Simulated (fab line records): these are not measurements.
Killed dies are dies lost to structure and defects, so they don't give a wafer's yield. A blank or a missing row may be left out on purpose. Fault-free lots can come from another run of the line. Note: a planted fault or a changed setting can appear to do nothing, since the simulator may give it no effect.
The tool behind it: which one? || flow sky130 || 18 wafers from 6 lots sampled at 3 of the route's 708 steps

WHAT EACH GAUGE READ, for each wafer
SKY_SD_N_RS_MEAS_16: the measuring method here is four-point-probe.
{"lot": "L441", "measured": "day 29 06:43", "on": "film_metro-01", "SD_N_RS (ohm/sq)": "68.34 68.58 68.38"}
{"lot": "L447", "measured": "day 30 19:08", "on": "film_metro-04", "SD_N_RS (ohm/sq)": "68.64 68.51 68.41"}
{"lot": "L450", "measured": "day 32 00:17", "on": "film_metro-04", "SD_N_RS (ohm/sq)": "68.71 68.65 68.56"}
{"lot": "L454", "measured": "day 33 12:25", "on": "film_metro-04", "SD_N_RS (ohm/sq)": "68.63 68.56 68.64"}
{"lot": "L457", "measured": "day 34 12:01", "on": "film_metro-04", "SD_N_RS (ohm/sq)": "68.35 68.55 68.48"}
{"lot": "L461", "measured": "day 35 08:27", "on": "film_metro-01", "SD_N_RS (ohm/sq)": "68.55 68.57 68.32"}

WHICH TOOL RAN EACH LOT (tool, then ch and the chambers of the sampled wafers, then the start)
{"lot": "L441", "SKY_SD_N_IMPLANT_09": "implanter-01 ch 0, day 29 06:01", "SKY_SD_N_STRIP_11": "plasma_asher-03 ch 0,1, day 29 06:19"}
{"lot": "L447", "SKY_SD_N_IMPLANT_09": "implanter-03 ch 0, day 30 18:27", "SKY_SD_N_STRIP_11": "plasma_asher-03 ch 0,1, day 30 18:45"}
{"lot": "L450", "SKY_SD_N_IMPLANT_09": "implanter-03 ch 0, day 31 23:35", "SKY_SD_N_STRIP_11": "plasma_asher-03 ch 0,1, day 31 23:53"}
{"lot": "L454", "SKY_SD_N_IMPLANT_09": "implanter-03 ch 0, day 33 11:44", "SKY_SD_N_STRIP_11": "plasma_asher-04 ch 0,1, day 33 12:00"}
{"lot": "L457", "SKY_SD_N_IMPLANT_09": "implanter-04 ch 0, day 34 11:20", "SKY_SD_N_STRIP_11": "plasma_asher-01 ch 0, day 34 11:37"}
{"lot": "L461", "SKY_SD_N_IMPLANT_09": "implanter-04 ch 0, day 35 07:46", "SKY_SD_N_STRIP_11": "plasma_asher-04 ch 0,1, day 35 08:04"}
- SKY_SD_N_IMPLANT_09
- SKY_SD_N_STRIP_11: strips in O2/N2.

THE ANSWER, worked out from the rows above alone
Rule: usual is defined by the lots themselves. Put in order of their means at a reading, lots are off if they are a third of the lots or fewer, leave a main group of 4 or more, and stand apart from it by a gap of 3 or more times the standard deviation of the main group's means; of several such gaps the widest counts. A main group is skipped when, at the precision printed for the reading in the tables above, its means are all equal. A lot without any number at a reading at which 4 lots or more have one is off too. All remaining lots with rows at the step are treated as sound.
No lot is off at any reading shown: from this, nothing can be told.

WHAT THE SIMULATOR HAD INSERTED
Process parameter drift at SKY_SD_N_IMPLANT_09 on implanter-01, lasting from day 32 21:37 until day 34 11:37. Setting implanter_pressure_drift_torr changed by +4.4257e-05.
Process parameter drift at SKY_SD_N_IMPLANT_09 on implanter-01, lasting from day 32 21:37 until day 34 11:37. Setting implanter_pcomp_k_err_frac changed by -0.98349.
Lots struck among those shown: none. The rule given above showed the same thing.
